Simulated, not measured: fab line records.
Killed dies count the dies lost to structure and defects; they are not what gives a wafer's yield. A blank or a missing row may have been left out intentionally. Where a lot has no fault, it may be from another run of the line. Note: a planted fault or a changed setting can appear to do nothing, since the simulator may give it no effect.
Problem report in the 8D (eight disciplines) form, filled by code / flow gf180mcu / the parts of the form that need people (team, actions taken, sign-off) are left out

== 1. WHAT WENT WRONG ==
V2_CVD_00_THK at GF_V2_THK_MEAS_01 reads a mean of 723 nm on 4 wafers of 3 lots; wafers without a fault read 603 nm with a standard deviation of 6.2. That puts it +19 standard deviations away from the usual mean.
The first sign was on wafer L730.6 at day 23 22:37, on film-metro-02. The record holds 36 wafers of 12 lots with a number at this step. Rule for "out" (also "out of limits"): further than 4 standard deviations from the usual mean. The other wafers with a number count as sound.

== 2. WHAT THIS IS AND IS NOT ==
question=which readings at this step | is=V2_CVD_00_THK | is not=-
question=which lots | is=L730, L731, L732 | is not=L719, L720, L721, L722, L724, L725, L727, L728, L738
question=which wafers of those lots | is=L730.6, L731.6, L732.1, L732.4 | is not=L730.3, L730.4, L731.3, L731.5, L732.2
question=read on which gauges | is=film-metro-01, film-metro-02, film-metro-04 | is not=-
question=when | is=from day 23 22:37 | is not=up to then (26 sound wafers); but 6 sound wafers of L731, L732, L738 came after

== 3. SUSPECTS, AND WHAT RULES EACH OUT ==
Counting: a tool at a process step up to the reading stays a suspect if it ran every lot that is out. Sound lots after the first of them don't rule it out here, since some wafers of a struck lot are sound.
- ruled out: the gauge at GF_V2_THK_MEAS_01. The wafers that are out were read on 3 gauges (film-metro-01, film-metro-02, film-metro-04).
- hdpcvd-01 at GF_V2_CVD_00 (deposits SiO2, target thk 600 nm, time 100 s): kept. Every lot that is out went through it, the first being L730 (day 23 22:31); the last sound lot it ran before that was L728 (day 23 08:01). Out on those wafers are its own readings of sih4-flow-sccm.
- hdpcvd-01, GF_V2_CVD_00: wafers that are out in chamber 1, sound lot-mates in chambers 0, 2.
Remaining after the count: hdpcvd-01 at GF_V2_CVD_00.

== 4. THE CAUSE (what the simulator had put in) ==
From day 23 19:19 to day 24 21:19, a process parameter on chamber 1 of hdpcvd-01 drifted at GF_V2_CVD_00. A move of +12 in setting sih4-flow-sccm, from 60. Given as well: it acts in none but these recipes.
Only this tool survived the counting.

== 5. SEQUENCE OF EFFECTS, ordered by route ==
Each row: a reading whose mean over the struck wafers that have a number lies more than 3 standard deviations from the usual. Readings are gone through only where the record gives a usual standard deviation; hours: the median, over the lots, of the time from a lot's start at the first step in this table giving one to that lot's start at this step; sigmas: the change measured in usual standard deviations.
hours=0; step=GF_V2_CVD_00; reading=sih4-flow-sccm; usual=59.94 sccm; on struck wafers=71.97; change=+12.03; sigmas=+67
hours=0; step=GF_V2_THK_MEAS_01; reading=V2_CVD_00_THK; usual=603 nm; on struck wafers=723; change=+120; sigmas=+19
Its process steps:
- GF_V2_CVD_00: deposits SiO2, target thk 600 nm, time 100 s.

== 6. WHAT WOULD HAVE CAUGHT IT SOONER ==
The first out-of-limits reading at a measuring or inspecting step in this record came at day 23 22:37, 3 hours after the fault's start at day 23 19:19.
At GF_V2_CVD_00, the tool's own readings (sih4-flow-sccm) were out on each struck wafer the step has a row for, so an alarm limit on them would have fired on the first such wafer.
Lots out: 3; of these, L731, L732 started GF_V2_CVD_00 on hdpcvd-01 after day 23 22:37. A hold on the tool at that time would have spared those 2.
